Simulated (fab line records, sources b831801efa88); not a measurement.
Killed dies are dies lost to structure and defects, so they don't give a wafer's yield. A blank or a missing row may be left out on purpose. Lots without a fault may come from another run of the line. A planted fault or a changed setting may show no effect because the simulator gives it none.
A struck lot beside a sound one | flow gf180mcu | 16 steps out of a route of 602
Sound: wafers L977.1, L977.3, L977.6. Struck: wafer L990.3. (L990.4, L990.6 of the same lot were not struck and are left out.) The cause comes at the end.
At each step with rows: each side's tool, then ch and its chambers, then its first start. Under that, the readings that differ: sound wafers | struck wafers | difference of the means | sigmas: that difference in standard deviations of wafers without a fault.
alike: readings whose means differ by less than 2 such deviations, and words and numbers that are the same on both sides. not compared: withheld readings, readings that some wafer has no value for, bounds like >300 that may hide the same value, and numbers for which the record gives no deviation and whose values overlap.
The two part at a step that has a row with sigmas, a row that says differs or no value, or rows on one side only. Numbers that don't overlap but have no deviation are shown without sigmas and don't part them. A reading that every wafer of one side lacks parts them only if that side has two wafers or more.

GF_SAB_STRIP_13: strips in O2/N2.
  sound on plasma_asher-04 ch 0,1, day 16 09:01; struck on plasma_asher-03 ch 0, day 21 04:49
  reading            | sound       | struck | difference | sigmas
  heater_power_w (W) | 442 431 316 | 279    | -117       | -2
  alike: drypump_motor_current_A, oes_product_au, strip_time_to_endpoint_s
  not compared: rf_hours_counter_h
then, 2 steps without rows for these wafers: GF_SALICIDE_CLEAN_00 (cleans in SC1/SC2, time 150 s); GF_SALICIDE_WET_ETCH_01 (etches SiO2 in dHF, target depth 5 nm, time 100 s).
GF_SALICIDE_SPUTTER_02: material Co, target thk 10 nm, time 20 s.
  sound on pvd_sputter-02, day 16 09:13; struck on pvd_sputter-03, day 21 04:58
  alike: throttle_valve_pct
GF_SALICIDE_SPUTTER_03: material TiN, target thk 20 nm, time 16.7 s.
  sound on pvd_sputter-02, day 16 09:14; struck on pvd_sputter-03, day 21 05:00
  alike: throttle_valve_pct
GF_SALICIDE_RS_MEAS_04: measures by four-point-probe.
  sound on film_metro-03, day 16 09:16; struck on film_metro-02, day 21 05:04
  alike: SALICIDE_TIN_RS
GF_SALICIDE_THK_MEAS_05: measures by xrf.
  sound on film_metro-03, day 16 09:23; struck on film_metro-02, day 21 05:10
  reading               | sound          | struck | difference | sigmas
  SALICIDE_TIN_THK (nm) | 19.6 19.7 19.7 | 20.7   | +1.0       | +3
GF_SALICIDE_RTA_06: time 30 s.
  sound on rtp_anneal-02 ch 0, day 16 09:26; struck on rtp_anneal-01 ch 0, day 21 05:14
  reading            | sound       | struck | difference | sigmas
  lamp_power_pct (%) | 7.3 7.3 7.3 | 6.2    | -1.1       | -2
  alike: wafer_temp_C_max
then, 1 step without rows for these wafers: GF_SALICIDE_WET_ETCH_07 (etches the open film in SPM, target depth 120 nm).
GF_SALICIDE_RTA_08: time 30 s.
  sound on rtp_anneal-01 ch 0, day 16 09:38; struck on rtp_anneal-02 ch 0, day 21 05:26
  reading            | sound          | struck | difference | sigmas
  lamp_power_pct (%) | 17.3 17.4 17.3 | 20.4   | +3.1       | +2
  alike: wafer_temp_C_max
then, 1 step without rows for these wafers: GF_CONTACT_CVD_00 (deposits SiO2, target thk 300 nm, time 50 s).
GF_CONTACT_THK_MEAS_01:
  sound on film_metro-01, day 16 09:47; struck on film_metro-01, day 21 05:34
  alike: CONTACT_CVD_00_THK
GF_CONTACT_CVD_02: deposits SiO2 from TEOS, target thk 860 nm, time 95.992 s.
  sound on pecvd-03 ch 1,2, day 16 09:51; struck on pecvd-02 ch 1, day 21 05:37
  reading                                  | sound             | struck | difference | sigmas
  model.SiO2_of_CONTACT_CVD_02.thk_nm (nm) | 842.7 849.8 850.6 | 672.6  | -175.1     |
  alike: heater_power_outer_w, heater_power_w
GF_CONTACT_THK_MEAS_03:
  sound on film_metro-02, day 16 09:57; struck on film_metro-02, day 21 05:55
  reading                 | sound       | struck | difference | sigmas
  CONTACT_CVD_02_THK (nm) | 842 850 851 | 672    | -176       | -15
  not compared: hold
GF_CONTACT_CMP_04: polishes SiO2.
  sound on cmp-01 ch 0,2,3, day 16 10:07; struck on cmp-01 ch 3, day 21 09:17
  reading                | sound      | struck                   | difference                   | sigmas
  hold                   | - - -      | await_dispo/3.3h/release | no value on the sound wafers |
  time_to_endpoint_s (s) | 107 99 108 | 34                       | -71                          | -8
  alike: motor_current_A, slurry_flow_ml_min
GF_CONTACT_BOW_MEAS_05:
  sound on film_metro-01, day 16 10:19; struck on film_metro-02, day 21 09:37
  alike: CONTACT_BOW

WHERE THEY PART
First at GF_SAB_STRIP_13; last, within this record, at GF_CONTACT_CMP_04. Later steps at which nothing parts them and some readings are alike: GF_CONTACT_BOW_MEAS_05.

WHY: what the simulator had put in
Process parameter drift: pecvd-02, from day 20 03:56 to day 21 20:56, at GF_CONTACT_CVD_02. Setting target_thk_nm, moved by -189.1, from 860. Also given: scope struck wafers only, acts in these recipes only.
